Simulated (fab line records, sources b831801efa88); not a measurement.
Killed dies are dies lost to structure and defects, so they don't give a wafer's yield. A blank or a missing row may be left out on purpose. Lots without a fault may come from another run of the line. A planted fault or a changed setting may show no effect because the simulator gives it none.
Which tool did it? | flow sky130 | 24 lots, 72 wafers sampled, at 6 steps of a route of 708

WHAT THE GAUGES READ, wafer by wafer
SKY_RES_XHIGH_TW_MEAS_09. Usual: RES_XHIGH_TW 1647, standard deviation 10.
lot  | measured     | on            | RES_XHIGH_TW   | flag
L074 | day 26 22:04 | film_metro-02 | 1650 1654 1655 |
L075 | day 27 03:13 | film_metro-01 | 1637 1644 1635 |
L076 | day 27 05:31 | film_metro-01 | 1638 1631 1636 |
L078 | day 27 09:19 | film_metro-02 | 1664 1669 1656 |
L077 | day 27 20:49 | film_metro-02 | 1666 1657 1654 |
L079 | day 28 01:31 | film_metro-02 | 1649 1646 1652 |
L080 | day 28 11:07 | film_metro-02 | 1652 1655 1648 |
L081 | day 29 08:02 | film_metro-02 | 1653 1663 1651 |
L082 | day 29 09:23 | film_metro-01 | 1631 1627 1627 |
L083 | day 29 12:08 | film_metro-03 | 1656 1653 1643 |
L084 | day 29 21:55 | film_metro-02 | 1658 1652 1651 |
L085 | day 30 03:46 | film_metro-01 | 1627 1630 1633 |
L086 | day 30 11:19 | film_metro-01 | 1635 1639 1636 |
L087 | day 30 20:22 | film_metro-03 | 1651 1652 1649 |
L088 | day 31 10:37 | film_metro-03 | 1637 1640 1640 |
L089 | day 31 16:41 | film_metro-02 | 1654 1662 1645 |
L090 | day 32 01:15 | film_metro-01 | 1652 1638 1645 |
L091 | day 32 12:34 | film_metro-02 | 1635 1634 1643 |
L092 | day 32 14:25 | film_metro-01 | 1647 1657 1649 |
L093 | day 32 22:55 | film_metro-03 | 1650 1652 1645 |
L094 | day 33 01:31 | film_metro-02 | 1652 1645 1649 |
L095 | day 33 13:10 | film_metro-01 | 1643 1649 1648 |
L096 | day 33 20:19 | film_metro-02 | 1645 1659 1644 |
L097 | day 34 12:59 | film_metro-02 | 1649 1657 1657 |

SKY_LOCAL_INTERCONNECT_THK_MEAS_02: measures by xrf. Usual: LOCAL_INTERCONNECT_TIN_THK 100.8 nm, standard deviation 1.2.
lot  | measured     | on            | LOCAL_INTERCONNECT_TIN_THK (nm) | flag
L074 | day 29 10:56 | film_metro-04 | 99.5 101.2 100.2                |
L075 | day 29 14:10 | film_metro-04 | 102.4 100.7 100.8               |
L076 | day 29 18:23 | film_metro-04 | 100.2 100.0 100.3               |
L078 | day 29 20:10 | film_metro-02 | 101.4 101.6 101.8               |
L077 | day 30 09:02 | film_metro-04 | 98.5 98.9 98.6                  |
L079 | day 30 12:56 | film_metro-03 | 99.0 100.3 100.2                |
L080 | day 30 21:58 | film_metro-03 | 101.2 101.7 101.1               |
L081 | day 31 18:41 | film_metro-03 | 100.4 100.3 100.5               |
L082 | day 31 19:32 | film_metro-02 | 103.6 103.1 101.9               |
L083 | day 31 23:10 | film_metro-02 | 101.5 102.6 101.6               |
L084 | day 32 06:37 | film_metro-03 | 100.1 99.7 99.2                 |
L085 | day 32 14:31 | film_metro-02 | 102.2 99.1 100.1                |
L086 | day 32 20:53 | film_metro-04 | 99.8 100.4 100.0                |
L087 | day 33 06:52 | film_metro-03 | 100.2 98.6 99.2                 |
L088 | day 33 18:41 | film_metro-02 | 103.2 102.3 102.9               |
L089 | day 34 00:38 | film_metro-04 | 99.8 99.2 99.8                  |
L090 | day 34 09:20 | film_metro-03 | 102.8 103.1 102.7               |
L091 | day 34 19:41 | film_metro-02 | 100.6 101.3 99.4                |
L092 | day 34 21:01 | film_metro-04 | 101.4 101.2 100.5               |
L093 | day 35 06:37 | film_metro-02 | 100.7 101.7 100.7               |
L094 | day 35 09:46 | film_metro-04 | 101.0 100.2 100.9               |
L095 | day 35 20:23 | film_metro-02 | 102.0 102.4 102.4               |
L096 | day 36 03:17 | film_metro-03 | 101.6 102.2 101.3               |
L097 | day 36 19:41 | film_metro-03 | 100.3 100.3 100.5               |

WHICH TOOL RAN EACH LOT (tool, then ch and the chambers of the sampled wafers, then the start)
lot  | SKY_SONOS_ONO_STRIP_17               | SKY_SD_N_RTA_14                  | SKY_LI_CONTACT_SPUTTER_19    | SKY_LI_CONTACT_CMP_24
L074 | plasma_asher-03 ch 0,1, day 13 01:53 | rtp_anneal-01 ch 0, day 28 03:53 | pvd_sputter-02, day 29 10:00 | cmp-01 ch 0,2, day 29 10:29
L075 | plasma_asher-02 ch 0,1, day 13 02:00 | rtp_anneal-02 ch 0, day 28 07:20 | pvd_sputter-03, day 29 13:14 | cmp-02 ch 0,1,3, day 29 13:44
L076 | plasma_asher-03 ch 0,1, day 13 02:11 | rtp_anneal-01 ch 0, day 28 11:31 | pvd_sputter-04, day 29 17:27 | cmp-02 ch 0,1,3, day 29 17:56
L078 | plasma_asher-03 ch 0,1, day 13 10:38 | rtp_anneal-02 ch 0, day 28 13:58 | pvd_sputter-03, day 29 19:14 | cmp-01 ch 0,3, day 29 19:41
L077 | plasma_asher-02 ch 0,1, day 13 11:28 | rtp_anneal-01 ch 0, day 29 02:20 | pvd_sputter-04, day 30 08:06 | cmp-01 ch 0,1,2, day 30 08:32
L079 | plasma_asher-04 ch 0,1, day 14 02:20 | rtp_anneal-02 ch 0, day 29 06:17 | pvd_sputter-03, day 30 12:01 | cmp-01 ch 1,2,3, day 30 12:31
L080 | plasma_asher-04 ch 0, day 14 07:50   | rtp_anneal-01 ch 0, day 29 16:04 | pvd_sputter-04, day 30 21:02 | cmp-01 ch 0,2,3, day 30 21:35
L081 | plasma_asher-04 ch 0,1, day 14 17:37 | rtp_anneal-02 ch 0, day 30 12:27 | pvd_sputter-04, day 31 17:46 | cmp-01 ch 0,2, day 31 18:12
L082 | plasma_asher-04 ch 0,1, day 14 22:04 | rtp_anneal-01 ch 0, day 30 13:54 | pvd_sputter-04, day 31 18:35 | cmp-02 ch 1,2, day 31 19:02
L083 | plasma_asher-02 ch 0,1, day 15 05:29 | rtp_anneal-02 ch 0, day 30 16:57 | pvd_sputter-04, day 31 22:14 | cmp-01 ch 0,1,2, day 31 22:41
L084 | plasma_asher-02 ch 0,1, day 15 20:50 | rtp_anneal-01 ch 0, day 31 01:41 | pvd_sputter-02, day 32 05:41 | cmp-01 ch 1,2,3, day 32 06:08
L085 | plasma_asher-04 ch 0,1, day 16 02:02 | rtp_anneal-02 ch 0, day 31 08:49 | pvd_sputter-03, day 32 13:35 | cmp-02 ch 0,3, day 32 14:02
L086 | plasma_asher-02 ch 0,1, day 16 11:23 | rtp_anneal-01 ch 0, day 31 15:41 | pvd_sputter-03, day 32 19:58 | cmp-02 ch 0,2, day 32 20:24
L087 | plasma_asher-04 ch 0,1, day 16 15:17 | rtp_anneal-02 ch 0, day 32 00:59 | pvd_sputter-02, day 33 05:56 | cmp-01 ch 0,1, day 33 06:26
L088 | plasma_asher-04 ch 0,1, day 17 07:38 | rtp_anneal-01 ch 0, day 32 14:17 | pvd_sputter-02, day 33 17:44 | cmp-01 ch 0,1,2, day 33 18:11
L089 | plasma_asher-02 ch 0,1, day 17 12:38 | rtp_anneal-02 ch 0, day 32 19:57 | pvd_sputter-04, day 33 23:42 | cmp-02 ch 0,2, day 34 00:12
L090 | plasma_asher-03 ch 0,1, day 17 21:58 | rtp_anneal-01 ch 0, day 33 04:07 | pvd_sputter-03, day 34 08:23 | cmp-02 ch 0,1,2, day 34 08:59
L091 | plasma_asher-04 ch 0,1, day 18 07:32 | rtp_anneal-02 ch 0, day 33 15:02 | pvd_sputter-03, day 34 18:44 | cmp-02 ch 0,2,3, day 34 19:11
L092 | plasma_asher-03 ch 0,1, day 18 13:32 | rtp_anneal-01 ch 0, day 33 16:37 | pvd_sputter-03, day 34 20:05 | cmp-02 ch 1,3, day 34 20:35
L093 | plasma_asher-04 ch 0,1, day 18 22:07 | rtp_anneal-02 ch 0, day 34 01:50 | pvd_sputter-04, day 35 05:41 | cmp-02 ch 0,2, day 35 06:11
L094 | plasma_asher-03 ch 0,1, day 19 02:14 | rtp_anneal-01 ch 0, day 34 04:23 | pvd_sputter-03, day 35 08:50 | cmp-02 ch 0,1,3, day 35 09:20
L095 | plasma_asher-04 ch 0,1, day 19 09:34 | rtp_anneal-02 ch 0, day 34 15:53 | pvd_sputter-02, day 35 19:28 | cmp-02 ch 0,2,3, day 35 20:00
L096 | plasma_asher-04 ch 0,1, day 20 03:56 | rtp_anneal-01 ch 0, day 34 22:47 | pvd_sputter-04, day 36 02:22 | cmp-02 ch 0,2,3, day 36 02:54
L097 | plasma_asher-04 ch 0,1, day 21 02:45 | rtp_anneal-02 ch 0, day 35 15:47 | pvd_sputter-04, day 36 18:45 | cmp-01 ch 0,2,3, day 36 19:17
- SKY_SONOS_ONO_STRIP_17: strips in O2/N2.
- SKY_SD_N_RTA_14: time 2 s.
- SKY_LI_CONTACT_SPUTTER_19: material Ti, target thk 20 nm, time 106.37 s.
- SKY_LI_CONTACT_CMP_24: polishes, stops on PSG, t overpolish 20 s, target thk 0 nm.

WHAT THE TOOLS THEMSELVES READ (means of the sampled wafers that have a number; where no wafer has one, the mark that the record gives instead)
SKY_SONOS_ONO_STRIP_17. Usual: chamber_pressure_mTorr 1500.1 mTorr, standard deviation 1.4; drypump_motor_current_A 5.5 A, standard deviation 0.39; oes_product_au 0.710 a.u., standard deviation 0.0045; strip_time_to_endpoint_s 14.09 s, standard deviation 0.044.
lot  | tool            | chamber_pressure_mTorr (mTorr) | drypump_motor_current_A (A) | oes_product_au (a.u.) | strip_time_to_endpoint_s (s) | flag
L074 | plasma_asher-03 | 1500.0                         | 4.9                         | 0.708                 | 14.07                        |
L075 | plasma_asher-02 | 1499.1                         | 5.9                         | 0.709                 | 14.06                        |
L076 | plasma_asher-03 | 1500.0                         | 4.9                         | 0.707                 | 14.09                        |
L078 | plasma_asher-03 | 1501.0                         | 4.9                         | 0.708                 | 14.07                        |
L077 | plasma_asher-02 | 1500.0                         | 5.7                         | 0.710                 | 14.05                        |
L079 | plasma_asher-04 | 1499.6                         | 5.6                         | 0.710                 | 14.12                        |
L080 | plasma_asher-04 | 1500.3                         | 5.6                         | 0.707                 | 14.10                        |
L081 | plasma_asher-04 | 1500.3                         | 5.6                         | 0.716                 | 14.07                        |
L082 | plasma_asher-04 | 1499.4                         | 5.6                         | 0.713                 | 14.05                        |
L083 | plasma_asher-02 | 1499.9                         | 5.9                         | 0.715                 | 14.10                        |
L084 | plasma_asher-02 | 1500.7                         | 5.9                         | 0.711                 | 14.10                        |
L085 | plasma_asher-04 | 1498.7                         | 5.7                         | 0.711                 | 14.12                        |
L086 | plasma_asher-02 | 1499.1                         | 5.9                         | 0.711                 | 14.13                        |
L087 | plasma_asher-04 | 1499.3                         | 5.7                         | 0.711                 | 14.08                        |
L088 | plasma_asher-04 | 1500.0                         | 5.7                         | 0.711                 | 14.14                        |
L089 | plasma_asher-02 | 1500.3                         | 5.9                         | 0.713                 | 14.07                        |
L090 | plasma_asher-03 | 1498.9                         | 4.9                         | 0.709                 | 14.03                        |
L091 | plasma_asher-04 | 1499.3                         | 5.7                         | 0.709                 | 14.18                        |
L092 | plasma_asher-03 | 1500.9                         | 4.9                         | 0.712                 | 14.07                        |
L093 | plasma_asher-04 | 1500.7                         | 5.6                         | 0.714                 | 14.17                        |
L094 | plasma_asher-03 | 1499.9                         | 4.9                         | 0.709                 | 14.07                        |
L095 | plasma_asher-04 | 1501.0                         | 5.7                         | 0.712                 | 14.05                        |
L096 | plasma_asher-04 | 1500.1                         | 5.6                         | 0.709                 | 14.08                        |
L097 | plasma_asher-04 | 1501.4                         | 5.6                         | 0.711                 | 14.07                        |

SKY_SD_N_RTA_14. Usual: lamp_power_pct 15.74 %, standard deviation 0.05; wafer_temp_C_max 1077.8, standard deviation 1.3.
lot  | tool          | lamp_power_pct (%) | wafer_temp_C_max | flag
L074 | rtp_anneal-01 | 15.77              | 1078.8           |
L075 | rtp_anneal-02 | 15.76              | 1078.5           |
L076 | rtp_anneal-01 | 15.70              | 1077.6           |
L078 | rtp_anneal-02 | 15.76              | 1077.4           |
L077 | rtp_anneal-01 | 15.71              | 1078.8           |
L079 | rtp_anneal-02 | 15.73              | 1078.7           |
L080 | rtp_anneal-01 | 15.79              | 1077.0           |
L081 | rtp_anneal-02 | 15.73              | 1078.2           |
L082 | rtp_anneal-01 | 15.73              | 1078.6           |
L083 | rtp_anneal-02 | 15.72              | 1078.4           |
L084 | rtp_anneal-01 | 15.73              | 1078.2           |
L085 | rtp_anneal-02 | 15.75              | 1078.0           |
L086 | rtp_anneal-01 | 15.70              | 1078.1           |
L087 | rtp_anneal-02 | 15.71              | 1076.9           |
L088 | rtp_anneal-01 | 15.75              | 1077.9           |
L089 | rtp_anneal-02 | 15.76              | 1077.4           |
L090 | rtp_anneal-01 | 15.78              | 1078.0           |
L091 | rtp_anneal-02 | 15.69              | 1078.4           |
L092 | rtp_anneal-01 | 15.72              | 1076.7           |
L093 | rtp_anneal-02 | 15.73              | 1077.6           |
L094 | rtp_anneal-01 | 15.72              | 1077.0           |
L095 | rtp_anneal-02 | 15.71              | 1078.1           |
L096 | rtp_anneal-01 | 15.80              | 1077.3           |
L097 | rtp_anneal-02 | 15.74              | 1077.6           |

SKY_LI_CONTACT_SPUTTER_19. Usual: cathode_dc_power_W 2500.0 W, standard deviation 0.46; throttle_valve_pct 30.1 %, standard deviation 1.1.
lot  | tool           | cathode_dc_power_W (W) | throttle_valve_pct (%) | flag
L074 | pvd_sputter-02 | 2499.9                 | 30.3                   |
L075 | pvd_sputter-03 | 2499.9                 | 30.8                   |
L076 | pvd_sputter-04 | 2499.9                 | 29.8                   |
L078 | pvd_sputter-03 | 2500.5                 | 29.7                   |
L077 | pvd_sputter-04 | 2499.8                 | 30.5                   |
L079 | pvd_sputter-03 | 2500.5                 | 30.7                   |
L080 | pvd_sputter-04 | 2499.4                 | 29.6                   |
L081 | pvd_sputter-04 | 2499.9                 | 29.2                   |
L082 | pvd_sputter-04 | 2500.0                 | 29.9                   |
L083 | pvd_sputter-04 | 2500.3                 | 30.4                   |
L084 | pvd_sputter-02 | 2499.3                 | 29.3                   |
L085 | pvd_sputter-03 | 2500.4                 | 30.1                   |
L086 | pvd_sputter-03 | 2500.1                 | 30.1                   |
L087 | pvd_sputter-02 | 2500.0                 | 30.5                   |
L088 | pvd_sputter-02 | 2499.7                 | 29.3                   |
L089 | pvd_sputter-04 | 2500.4                 | 30.5                   |
L090 | pvd_sputter-03 | 2500.2                 | 30.0                   |
L091 | pvd_sputter-03 | 2500.3                 | 29.2                   |
L092 | pvd_sputter-03 | 2500.3                 | 29.8                   |
L093 | pvd_sputter-04 | 2499.8                 | 30.1                   |
L094 | pvd_sputter-03 | 2500.4                 | 30.6                   |
L095 | pvd_sputter-02 | 2499.8                 | 30.6                   |
L096 | pvd_sputter-04 | 2500.2                 | 29.6                   |
L097 | pvd_sputter-04 | 2500.5                 | 30.9                   |

SKY_LI_CONTACT_CMP_24. Usual: edge_zone_pressure_frac 1.000, standard deviation 0.0049; motor_current_A 11.8 A, standard deviation 0.98; overpolish_run_s 20.002 s, standard deviation 0.0091; time_to_endpoint_s 98 s, standard deviation 4.4.
lot  | tool   | edge_zone_pressure_frac | motor_current_A (A) | overpolish_run_s (s) | time_to_endpoint_s (s) | flag
L074 | cmp-01 | 1.001                   | 11.9                | 20.008               | 98                     |
L075 | cmp-02 | 1.001                   | 12.6                | 19.996               | 96                     |
L076 | cmp-02 | 0.999                   | 12.1                | 20.003               | 102                    |
L078 | cmp-01 | 0.997                   | 10.5                | 20.005               | 98                     |
L077 | cmp-01 | 0.998                   | 11.1                | 19.993               | 99                     |
L079 | cmp-01 | 0.998                   | 11.9                | 20.003               | 98                     |
L080 | cmp-01 | 0.999                   | 11.2                | 20.006               | 102                    |
L081 | cmp-01 | 1.002                   | 12.0                | 19.993               | 96                     |
L082 | cmp-02 | 1.004                   | 12.0                | 20.006               | 95                     |
L083 | cmp-01 | 1.003                   | 11.4                | 20.004               | 92                     |
L084 | cmp-01 | 1.000                   | 11.7                | 20.002               | 96                     |
L085 | cmp-02 | 1.001                   | 11.8                | 20.000               | 99                     |
L086 | cmp-02 | 1.001                   | 12.0                | 20.006               | 92                     |
L087 | cmp-01 | 0.994                   | 11.2                | 20.013               | 101                    |
L088 | cmp-01 | 1.002                   | 11.5                | 20.001               | 97                     |
L089 | cmp-02 | 1.007                   | 11.7                | 19.993               | 92                     |
L090 | cmp-02 | 1.000                   | 11.8                | 20.010               | 100                    |
L091 | cmp-02 | 0.998                   | 12.4                | 20.000               | 101                    |
L092 | cmp-02 | 1.004                   | 12.3                | 19.994               | 103                    |
L093 | cmp-02 | 1.002                   | 11.5                | 19.999               | 99                     |
L094 | cmp-02 | 1.002                   | 12.2                | 19.996               | 99                     |
L095 | cmp-02 | 0.996                   | 12.2                | 20.004               | 102                    |
L096 | cmp-02 | 0.997                   | 12.3                | 20.013               | 96                     |
L097 | cmp-01 | 1.003                   | 11.4                | 20.003               | 101                    |

THE ANSWER, worked out from the rows above alone
Rule: a lot is off if the mean of its wafers that have a number lies more than 3 standard deviations from the usual mean. A lot without any number at a reading at which 4 lots or more have one is off too. The other lots that the step has rows for count as sound. The gauges are gone through in route order, then the tools' own readings, and for those a lot's mean is taken as printed above. The first step at which some lot is off is used, and at that step the reading that is off furthest; a lot without a number counts as furthest.
No lot is off at any reading shown: from this, nothing can be told.

WHAT THE SIMULATOR HAD PUT IN
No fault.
